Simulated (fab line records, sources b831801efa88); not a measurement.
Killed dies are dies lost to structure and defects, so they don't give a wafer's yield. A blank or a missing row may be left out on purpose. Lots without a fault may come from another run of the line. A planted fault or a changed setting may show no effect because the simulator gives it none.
A struck lot beside a sound one | flow sky130 | 15 steps out of a route of 708
Sound: wafers L248.1, L248.3, L248.5. Struck: wafers L255.2, L255.3, L255.5. The cause comes at the end.
At each step with rows: each side's tool, then ch and its chambers, then its first start. Under that, the readings that differ: sound wafers | struck wafers | difference of the means | sigmas: that difference in standard deviations of wafers without a fault.
alike: readings whose means differ by less than 2 such deviations, and words and numbers that are the same on both sides. not compared: withheld readings, readings that some wafer has no value for, bounds like >300 that may hide the same value, and numbers for which the record gives no deviation and whose values overlap.
The two part at a step that has a row with sigmas, a row that says differs or no value, or rows on one side only. Numbers that don't overlap but have no deviation are shown without sigmas and don't part them. A reading that every wafer of one side lacks parts them only if that side has two wafers or more.

SKY_FIELD_ISO_ETCH_17: etches Si in HBr/Cl2/O2, target depth 342 nm, time 97.7 s.
  sound on rie_si-02 ch 0,3, day 3 23:16; struck on rie_si-02 ch 1,2,3, day 5 13:13
  alike: HBr_flow_sccm, O2_flow_sccm, drypump_motor_current_A, oes_product_au, throttle_valve_pct
  not compared: rf_hours_counter_h
then, 5 steps without rows for these wafers: SKY_FIELD_ISO_WET_ETCH_18 (etches Si3N4 in H3PO4, target depth 25 nm, time 286 s); SKY_FIELD_ISO_CLEAN_19 (cleans in SC1/SC2, time 150 s); SKY_FIELD_ISO_CLEAN_20 (cleans in dHF, time 20 s); SKY_FIELD_ISO_WET_ETCH_21 (etches SiO2 in dHF, target depth 20 nm, time 400 s); SKY_FIELD_ISO_OXIDATION_22 (stabilise 600 s, purge 300 s, target thk 10 nm).
SKY_FIELD_ISO_THK_MEAS_23:
  sound on film_metro-01, day 4 00:49; struck on film_metro-02, day 5 15:37
  alike: FIELD_ISO_OXIDATION_01_THK
then, 1 step without rows for these wafers: SKY_FIELD_ISO_CVD_24 (deposits SiO2, target thk 595 nm, time 99.2 s).
SKY_FIELD_ISO_THK_MEAS_25:
  sound on film_metro-02, day 4 00:56; struck on film_metro-01, day 5 15:45
  reading                   | sound       | struck      | difference | sigmas
  FIELD_ISO_CVD_24_THK (nm) | 570 588 588 | 610 604 602 | +23        | +3
then, 1 step without rows for these wafers: SKY_FIELD_ISO_ANNEAL_26 (time 1800 s).
SKY_FIELD_ISO_CMP_27: polishes, stops on Si3N4, t overpolish 16 s, target thk 457.8 nm.
  sound on cmp-02 ch 0,2, day 4 03:33; struck on cmp-01 ch 0,1,2, day 5 17:41
  alike: motor_current_A, overpolish_run_s, time_to_endpoint_s
then, 1 step without rows for these wafers: SKY_FIELD_ISO_WET_ETCH_28 (etches SiO2 in dHF, target depth 23.7 nm, time 47 s).
SKY_FIELD_ISO_WET_ETCH_29: etches Si3N4 in H3PO4, target depth 160 nm, time 1825 s.
  sound on wet_bench-02 ch 1, day 4 03:52; struck on wet_bench-04 ch 2, day 5 17:54
  no value came back on the struck wafers for bath_guard_temp_C (C), bath_heat_duty_pct (%); on the sound wafers bath_guard_temp_C (C) reads 160.5 160.0 160.0
  reading                                     | sound | struck            | difference | sigmas
  model.Si3N4_of_FIELD_ISO_CVD_03.thk_nm (nm) | 0 0 0 | 116.5 116.6 116.8 | +116.6     |
  not compared: model.SiO2_of_FIELD_ISO_OXIDATION_01.thk_nm
then, 1 step without rows for these wafers: SKY_FIELD_ISO_WET_ETCH_30 (etches SiO2 in dHF, target depth 25 nm, time 50 s).
-- the record jumps here: 44 days lie between the struck wafers' starts before and after (it left off in module FIELD_ISO and takes up again in module PAD_OPEN, whose first step shown is number 708 of the route) --
SKY_PAD_OPEN_PROBE_99:
  sound on prober-01, day 48 04:09; struck on prober-01, day 49 16:26
  reading             | sound    | struck      | difference | sigmas
  killed_at_front_end | 12 16 11 | 408 410 417 | +399       | +93
  killed_dies         | 81 80 87 | 492 492 492 | +409       | +41
  killed_on_rim       | 17 13 19 | 96 96 96    | +80        | +20
  alike: killed_at_M0_to_M3, killed_at_M4_up, killed_at_contacts, killed_at_other, killed_open, killed_short

WHERE THEY PART
First at SKY_FIELD_ISO_THK_MEAS_25; last, within this record, at SKY_PAD_OPEN_PROBE_99.

WHY: what the simulator had put in
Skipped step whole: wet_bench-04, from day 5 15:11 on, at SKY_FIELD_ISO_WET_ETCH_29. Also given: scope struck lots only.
